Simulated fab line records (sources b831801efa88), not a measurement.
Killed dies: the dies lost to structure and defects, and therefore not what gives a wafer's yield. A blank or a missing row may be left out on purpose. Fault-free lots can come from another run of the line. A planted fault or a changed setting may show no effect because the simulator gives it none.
Check of tool commonality :: flow gf180mcu :: Sample size 13 lots and 39 wafers

== REASON IT WAS OPENED ==
GF_VT_IMPLANT_TW_MEAS_32, reading VT_IMPLANT_3_TW: flagged on 3 of 13 lots. Fault-free wafers read 267.1, with a standard deviation of 2.3.
Rule: a lot gets a flag if all its wafers with a number sit over 4 standard deviations from that mean, or if no wafer of it has a number. The other lots count as sound.

lot: L527
measured: day 6 22:10
on: filmMetro-03
VT_IMPLANT_3_TW, wafer by wafer: 266.8 268.9 268.1
flag: 

lot: L528
measured: day 7 01:36
on: filmMetro-04
VT_IMPLANT_3_TW, wafer by wafer: 263.7 261.9 263.7
flag: 

lot: L530
measured: day 7 16:22
on: filmMetro-01
VT_IMPLANT_3_TW, wafer by wafer: 269.0 268.5 267.7
flag: 

lot: L531
measured: day 7 20:55
on: filmMetro-01
VT_IMPLANT_3_TW, wafer by wafer: 270.4 269.6 270.2
flag: 

lot: L537
measured: day 9 11:50
on: filmMetro-01
VT_IMPLANT_3_TW, wafer by wafer: 269.2 268.1 269.0
flag: 

lot: L539
measured: day 10 00:47
on: filmMetro-03
VT_IMPLANT_3_TW, wafer by wafer: 298.6 301.3 299.5
flag: FLAGGED

lot: L540
measured: day 10 07:40
on: filmMetro-04
VT_IMPLANT_3_TW, wafer by wafer: 296.3 295.4 296.2
flag: FLAGGED

lot: L541
measured: day 10 19:53
on: filmMetro-04
VT_IMPLANT_3_TW, wafer by wafer: 297.5 295.7 297.0
flag: FLAGGED

lot: L543
measured: day 11 05:46
on: filmMetro-01
VT_IMPLANT_3_TW, wafer by wafer: 270.5 270.8 268.3
flag: 

lot: L545
measured: day 11 19:33
on: filmMetro-04
VT_IMPLANT_3_TW, wafer by wafer: 264.7 264.6 263.8
flag: 

lot: L546
measured: day 12 01:40
on: filmMetro-04
VT_IMPLANT_3_TW, wafer by wafer: 264.2 264.6 265.2
flag: 

lot: L549
measured: day 12 19:08
on: filmMetro-03
VT_IMPLANT_3_TW, wafer by wafer: 268.8 268.9 270.2
flag: 

lot: L550
measured: day 13 04:02
on: filmMetro-01
VT_IMPLANT_3_TW, wafer by wafer: 268.3 270.2 269.6
flag: 
Average over the flagged lots: 297.5; offset from the usual +30.4, equal to +13 standard deviations.

== WHICH TOOL RAN EACH LOT ==
The record holds 1 process step before the reading, out of a route of 602 steps. In each cell: the tool, then ch and the chambers that the sampled wafers went through, then the start.
lot: L527
flag: 
GF_VT_IMPLANT_IMPLANT_30: implanter-01 ch 0, day 6 21:55

lot: L528
flag: 
GF_VT_IMPLANT_IMPLANT_30: implanter-04 ch 0, day 7 01:24

lot: L530
flag: 
GF_VT_IMPLANT_IMPLANT_30: implanter-04 ch 0, day 7 16:07

lot: L531
flag: 
GF_VT_IMPLANT_IMPLANT_30: implanter-03 ch 0, day 7 20:40

lot: L537
flag: 
GF_VT_IMPLANT_IMPLANT_30: implanter-01 ch 0, day 9 11:36

lot: L539
flag: FLAGGED
GF_VT_IMPLANT_IMPLANT_30: implanter-01 ch 0, day 10 00:33

lot: L540
flag: FLAGGED
GF_VT_IMPLANT_IMPLANT_30: implanter-01 ch 0, day 10 07:26

lot: L541
flag: FLAGGED
GF_VT_IMPLANT_IMPLANT_30: implanter-01 ch 0, day 10 19:39

lot: L543
flag: 
GF_VT_IMPLANT_IMPLANT_30: implanter-03 ch 0, day 11 05:31

lot: L545
flag: 
GF_VT_IMPLANT_IMPLANT_30: implanter-04 ch 0, day 11 19:18

lot: L546
flag: 
GF_VT_IMPLANT_IMPLANT_30: implanter-04 ch 0, day 12 01:25

lot: L549
flag: 
GF_VT_IMPLANT_IMPLANT_30: implanter-04 ch 0, day 12 18:55

lot: L550
flag: 
GF_VT_IMPLANT_IMPLANT_30: implanter-04 ch 0, day 13 03:50
What is done by these steps:
- GF_VT_IMPLANT_IMPLANT_30
- GF_VT_IMPLANT_TW_MEAS_32

== FLAGGED OVER TOTAL, TOOL BY TOOL (the gauges that took the reading come last) ==
step: GF_VT_IMPLANT_IMPLANT_30
tool: implanter-01
lots run: 5
flagged: 3
share of the flagged lots: all
sound lots run after its first flagged lot: 0

step: GF_VT_IMPLANT_IMPLANT_30
tool: implanter-03
lots run: 2
flagged: 0
share of the flagged lots: none
sound lots run after its first flagged lot: -

step: GF_VT_IMPLANT_IMPLANT_30
tool: implanter-04
lots run: 6
flagged: 0
share of the flagged lots: none
sound lots run after its first flagged lot: -

step: GF_VT_IMPLANT_TW_MEAS_32
tool: filmMetro-01
lots run: 5
flagged: 0
share of the flagged lots: none
sound lots run after its first flagged lot: -

step: GF_VT_IMPLANT_TW_MEAS_32
tool: filmMetro-03
lots run: 3
flagged: 1
share of the flagged lots: some
sound lots run after its first flagged lot: 1 (L549)

step: GF_VT_IMPLANT_TW_MEAS_32
tool: filmMetro-04
lots run: 5
flagged: 2
share of the flagged lots: some
sound lots run after its first flagged lot: 2 (L545,L546)

== WHAT IS ALLOWED BY THE TABLE ==
In the table, 1 row covers all flagged lots: implanter-01 at GF_VT_IMPLANT_IMPLANT_30.
- implanter-01 at GF_VT_IMPLANT_IMPLANT_30 ran 5 lots, 3 of them flagged. Last sound lot L537 at day 9 11:36, first flagged lot L539 at day 10 00:33; a fault beginning in between fits. Its own readings lie more than 4 standard deviations out on every wafer of the flagged lots: doseIonsCm2, faradayCurrentUA.
implanter-01 at GF_VT_IMPLANT_IMPLANT_30 is the single tool remaining.

== WHAT THE SIMULATOR HAD PUT IN ==
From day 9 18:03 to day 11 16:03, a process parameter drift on implanter-01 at GF_VT_IMPLANT_IMPLANT_30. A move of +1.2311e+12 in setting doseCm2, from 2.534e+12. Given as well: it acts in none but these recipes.
Shown lots that were struck: L539, L540, L541. The rule above found the same.
